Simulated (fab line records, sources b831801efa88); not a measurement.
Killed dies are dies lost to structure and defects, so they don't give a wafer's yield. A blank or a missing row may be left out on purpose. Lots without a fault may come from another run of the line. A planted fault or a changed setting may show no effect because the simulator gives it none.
fab line records | flow sky130
record lots=13 wafers=39 last_day=50
route steps=708 shown FIELD_ISO@18 NWELL@63 VT_ADJUST_NCORE@126 SONOS_ONO@184
lots that met no fault: from a run of the same line without faults
start_h: hours from the record's first day to the start of the lot's first wafer shown | wait_h: hours since the lot's step before | " the same as in the row above | L1.1+2: a row that stands for several wafers | - no value, or no start given | * or withheld: withheld | < > ~ a bound
route shown NAME@n: a module of which the file shows steps, and the number in the route of the first | usual: mean/standard deviation of fault-free wafers | same: alike in all rows | chamber/n: place in a boat | sites: the reading at each site | _std_site: their standard deviation | _edge_site: outer sites' mean less inner sites' | radius_mm: how far each site lies from the wafer's centre | mask NAME#n: copy n | behind: the tool/chamber that last shaped the wafer | hold: why the lot was held/for how many hours/how that ended | device: the transistor (n, p or np) that didn't switch | end of line: the same wafers' tests at the end of the route | a step without rows: its recipe alone | killed: dies lost to structure and defects at the first sort, not the wafer's yield | map: a wafer's dies, x killed, . not, _ none there
set.NAME: the setting as run; set.NAME@STEP: as run at that earlier step | model.NAME: the simulator's own value behind a step, which no gauge read
steps of the route over a sample of lots; a table a step, a row a wafer
services: from which hour (start_h, from the record's first day; less than 0 if before it) a tool's chamber was out of use, for how many hours, and why
## steps
# step SKY_FIELD_ISO_ETCH_17
# recipe target_depth_a=3420 mask_material=Si3N4 chemistry=HBr/Cl2/O2 target=Si taper_deg=5 icp_w=600 bias_w=150 pressure_mtorr=15 HBr_flow_sccm=150 Cl2_flow_sccm=40 O2_flow_sccm=6 time_s=97.7
# usual drypump_motor_current_A=5.8/0.52 he_backside_leak_sccm=2.62/0.25 oes_product_au=0.998/0.015 rf_fwd_power_W=595.9/2.5 run_length_s=126.1/0.54 throttle_valve_pct=25.658/0.013
# columns lot.wafer tool chamber start_h wait_h drypump_motor_current_A he_backside_leak_sccm oes_product_au rf_fwd_power_W rf_hours_counter_h run_length_s throttle_valve_pct
L326.1 rie_si-01 1 37.33 0.1 5.5 2.64 0.999 593.4 19 125.8 25.655
L326.5 " 3 " " 6.7 3.32 0.976 596.0 - 125.8 25.658
L326.6 " 2 " " 5.0 2.76 0.978 597.4 - 125.5 25.656
L327.1 rie_si-02 3 42.36 0.1 6.1 2.42 1.017 597.5 0 126.4 25.648
L327.3 " 2 " " 5.4 2.24 1.010 591.9 17 126.2 25.654
L327.5 " 0 " " 6.2 2.71 1.007 593.8 - 126.1 25.638
L328.1 rie_si-02 2 47.23 0.1 5.4 2.33 1.008 595.0 17 126.3 25.665
L328.2 " 2 " " 5.4 2.38 1.005 595.0 - 126.3 25.658
L328.3 " 2 " " 5.4 2.38 0.999 596.2 - 126.8 25.641
L332.2 rie_si-02 3 65.73 0.1 6.1 2.53 1.029 597.1 0 126.3 25.639
L332.5 " 3 " " 6.1 2.55 1.025 595.7 - 126.7 25.636
L332.6 " 2 " " 5.4 2.52 1.015 595.3 - 127.1 25.650
L338.1 rie_si-01 2 97.69 0.1 5.0 2.57 0.995 598.7 1 125.4 25.650
L338.3 " 1 " " 5.5 2.66 0.992 590.9 19 125.6 25.662
L338.6 " 1 " " 5.5 2.61 0.996 592.2 - 126.0 25.648
L339.1 rie_si-02 2 102.63 0.1 5.4 2.16 0.999 591.8 18 126.4 25.639
L339.2 " 3 " " 6.1 2.63 1.028 601.2 1 126.9 25.653
L339.4 " 0 " " 6.3 2.71 0.994 597.0 6 125.9 25.656
L341.1 rie_si-01 3 114.81 0.1 6.7 3.15 0.982 596.4 120 126.1 25.676
L341.5 " 1 " " 5.5 2.48 0.986 591.8 - 125.6 25.686
L341.6 " 2 " " 5.0 2.89 0.990 594.9 - 125.8 25.669
L343.3 rie_si-01 3 123.98 0.0 6.7 3.22 0.976 597.1 121 125.9 25.678
L343.4 " 1 " " 5.5 2.80 0.974 593.0 20 125.8 25.658
L343.5 " 0 " " 5.7 2.55 0.991 595.9 - 126.2 25.655
L344.1 rie_si-02 1 129.13 0.1 6.2 2.37 1.006 601.7 1 126.7 25.652
L344.5 " 3 " " 6.1 2.67 1.015 596.0 - 126.5 25.643
L344.6 " 2 " " 5.4 2.04 1.008 594.1 - 126.4 25.661
L345.3 rie_si-01 1 133.23 0.0 5.5 2.76 0.998 595.2 20 126.1 25.665
L345.5 " 0 " " 5.7 2.55 0.997 597.1 - 126.4 25.651
L345.6 " 3 " " 6.6 3.12 0.979 598.3 - 126.2 25.678
L346.2 rie_si-01 0 140.23 0.1 5.7 2.56 0.994 597.2 24 126.3 25.664
L346.4 " 3 " " 6.7 2.82 0.989 598.2 121 126.5 25.674
L346.5 " 2 " " 5.0 2.79 0.981 597.2 - 125.2 25.658
L347.4 rie_si-01 2 145.76 0.0 5.0 2.79 0.973 596.2 2 124.9 25.667
L347.5 " 2 " " 5.0 2.69 0.981 595.3 - 125.2 25.689
L347.6 " 1 " " 5.5 2.52 0.986 592.8 - 126.0 25.671
L348.1 rie_si-01 1 151.53 0.1 5.5 2.47 0.994 594.6 20 126.0 25.667
L348.5 " 0 " " 5.7 2.59 0.991 595.8 - 126.2 25.670
L348.6 " 3 " " 6.7 3.09 0.985 600.0 - 125.7 25.691
# step SKY_NWELL_OVL_MEAS_10
# usual NWELL_00_OVL=-1.2/1.2
# columns lot.wafer tool chamber start_h wait_h NWELL_00_OVL[nm]
L326.1 overlay-02 - 93.72 - 0.2
L326.5 " - " " 0.4
L326.6 " - " " -0.9
L327.1 overlay-01 - 99.92 - 0.8
L327.3 " - " " -3.8
L327.5 " - " " 0.6
L328.1 overlay-01 - 107.62 - -2.0
L328.2 " - " " -1.5
L328.3 " - " " -0.6
L332.2 overlay-02 - 128.92 - -2.1
L332.5 " - " " -0.3
L332.6 " - " " -1.0
L338.1 overlay-02 - 167.82 - -0.6
L338.3 " - " " 0.9
L338.6 " - " " -3.0
L339.1 overlay-01 - 172.07 - -1.8
L339.2 " - " " -2.1
L339.4 " - " " -0.8
L341.1 overlay-02 - 184.19 - -2.4
L341.5 " - " " -1.5
L341.6 " - " " -3.5
L343.3 overlay-02 - 192.97 - -0.2
L343.4 " - " " -0.1
L343.5 " - " " 1.8
L344.1 overlay-02 - 196.64 - -0.8
L344.5 " - " " -1.3
L344.6 " - " " -2.4
L345.3 overlay-02 - 201.81 - -2.2
L345.5 " - " " 0.9
L345.6 " - " " 0.2
L346.2 overlay-02 - 209.02 - -0.5
L346.4 " - " " -1.6
L346.5 " - " " -0.7
L347.4 overlay-02 - 217.53 - -2.0
L347.5 " - " " -1.1
L347.6 " - " " -1.1
L348.1 overlay-02 - 224.39 - -1.6
L348.5 " - " " 1.2
L348.6 " - " " 0.1
# step SKY_VT_ADJUST_NCORE_CD_MEAS_07
# recipe target_cd_nm=380
# usual cd_nm=379.4/2.9
# columns lot.wafer tool chamber start_h wait_h cd_nm
L326.1 cd_sem-01 - 193.72 0.1 381.9
L326.5 " - " " 381.5
L326.6 " - " " 381.9
L327.1 cd_sem-01 - 201.06 0.1 379.1
L327.3 " - " " 378.0
L327.5 " - " " 373.5
L328.1 cd_sem-01 - 209.16 0.1 376.9
L328.2 " - " " 377.1
L328.3 " - " " 377.6
L332.2 cd_sem-01 - 233.93 0.1 378.7
L332.5 " - " " 377.1
L332.6 " - " " 378.5
L338.1 cd_sem-01 - 277.86 0.1 378.5
L338.3 " - " " 378.0
L338.6 " - " " 377.1
L339.1 cd_sem-02 - 283.66 0.1 380.8
L339.2 " - " " 381.2
L339.4 " - " " 380.4
L341.1 cd_sem-01 - 298.97 0.1 374.3
L341.5 " - " " 374.9
L341.6 " - " " 375.7
L343.3 cd_sem-01 - 308.11 0.1 377.5
L343.4 " - " " 376.8
L343.5 " - " " 375.6
L344.1 cd_sem-01 - 314.21 0.2 372.7
L344.5 " - " " 377.3
L344.6 " - " " 375.4
L345.3 cd_sem-02 - 320.85 0.1 379.0
L345.5 " - " " 380.3
L345.6 " - " " 379.7
L346.2 cd_sem-02 - 328.48 0.1 383.0
L346.4 " - " " 380.7
L346.5 " - " " 382.1
L347.4 cd_sem-02 - 339.28 0.1 379.9
L347.5 " - " " 376.0
L347.6 " - " " 380.4
L348.1 cd_sem-01 - 349.91 0.1 380.1
L348.5 " - " " 381.7
L348.6 " - " " 378.2
# step SKY_SONOS_ONO_WET_ETCH_16
# recipe chemistry=dHF target_depth_nm=14 dry=n2_spin target=SiO2 dilution=100:1 temp_c=25 time_s=280
# usual run_length_s=308/3.9
# columns lot.wafer tool chamber start_h wait_h run_length_s
L326.1 wet_bench-03 0 290.14 0.0 306
L326.5 " 0 " " 306
L326.6 " 0 " " 306
L327.1 wet_bench-04 3 298.29 0.0 305
L327.3 " 3 " " 305
L327.5 " 3 " " 305
L328.1 wet_bench-01 1 306.54 0.0 306
L328.2 " 1 " " 306
L328.3 " 1 " " 306
L332.2 wet_bench-01 3 338.79 0.0 172
L332.5 " 3 " " 172
L332.6 " 3 " " 172
L338.1 wet_bench-04 1 392.67 0.0 304
L338.3 " 1 " " 304
L338.6 " 1 " " 304
L339.1 wet_bench-03 1 398.99 0.0 306
L339.2 " 1 " " 306
L339.4 " 1 " " 306
L341.1 wet_bench-04 3 418.60 0.0 305
L341.5 " 3 " " 305
L341.6 " 3 " " 305
L343.3 wet_bench-03 1 428.14 0.0 312
L343.4 " 1 " " 312
L343.5 " 1 " " 312
L344.1 wet_bench-03 3 432.99 0.0 308
L344.5 " 3 " " 308
L344.6 " 3 " " 308
L345.3 wet_bench-01 3 442.44 0.0 315
L345.5 " 3 " " 315
L345.6 " 3 " " 315
L346.2 wet_bench-04 2 450.84 0.0 305
L346.4 " 2 " " 305
L346.5 " 2 " " 305
L347.4 wet_bench-01 3 463.59 0.0 308
L347.5 " 3 " " 308
L347.6 " 3 " " 308
L348.1 wet_bench-03 2 475.59 0.0 307
L348.5 " 2 " " 307
L348.6 " 2 " " 307
## services
# columns tool chamber start_h hours kind
rie_si-02 - 16.52 15.6 pm
rie_si-02 1 32.47 - clean
rie_si-02 1 32.47 20.9 scheduled_down
rie_si-02 1 32.47 20.9 vent_cycle
rie_si-02 0 42.51 7.5 repair
rie_si-02 3 45.10 10.3 repair
wet_bench-03 - 56.00 3.9 repair
rie_si-01 3 64.48 7.3 repair
rie_si-02 2 88.35 13.0 repair
rie_si-01 - 161.49 0.1 repair
rie_si-01 - 174.16 2.8 pm
rie_si-02 2 178.84 1.6 repair
rie_si-01 0 180.47 1.5 repair
rie_si-01 3 207.30 - clean
rie_si-01 3 207.30 16.4 scheduled_down
rie_si-01 3 207.30 16.4 vent_cycle
rie_si-02 1 249.83 2.7 repair
rie_si-01 1 262.75 1.2 repair
rie_si-01 1 290.79 6.2 repair
rie_si-02 - 398.26 14.6 pm
rie_si-01 - 398.74 0.7 repair
wet_bench-04 - 455.09 6.5 repair
rie_si-01 0 456.08 19.7 repair
## key
first_sign step=SKY_SONOS_ONO_WET_ETCH_16 reading=run_length_s direction=down sigmas=35 usual=* struck=*
effect none on later readings
met_at SKY_SONOS_ONO_WET_ETCH_16
struck_lots L332
struck_wafers L332.2,L332.5,L332.6
tester_left_out L332
not_acting_at SKY_FIELD_ISO_ETCH_17,SKY_NWELL_OVL_MEAS_10,SKY_VT_ADJUST_NCORE_CD_MEAS_07
fault kind=process_parameter_drift tool=wet_bench-01 chamber=3 onset_h=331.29 steps=SKY_SONOS_ONO_WET_ETCH_16 channel=time_s offset=* shape=step end_h=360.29 acts_in=* stated=*
# tester_left_out: of these lots the tester's yield and bins aren't shown, on N5 and GAA mostly nor the transistor test; their killed dies are dies lost to structure and defects alone, not to doping, threshold or leakage, so they don't give the yield
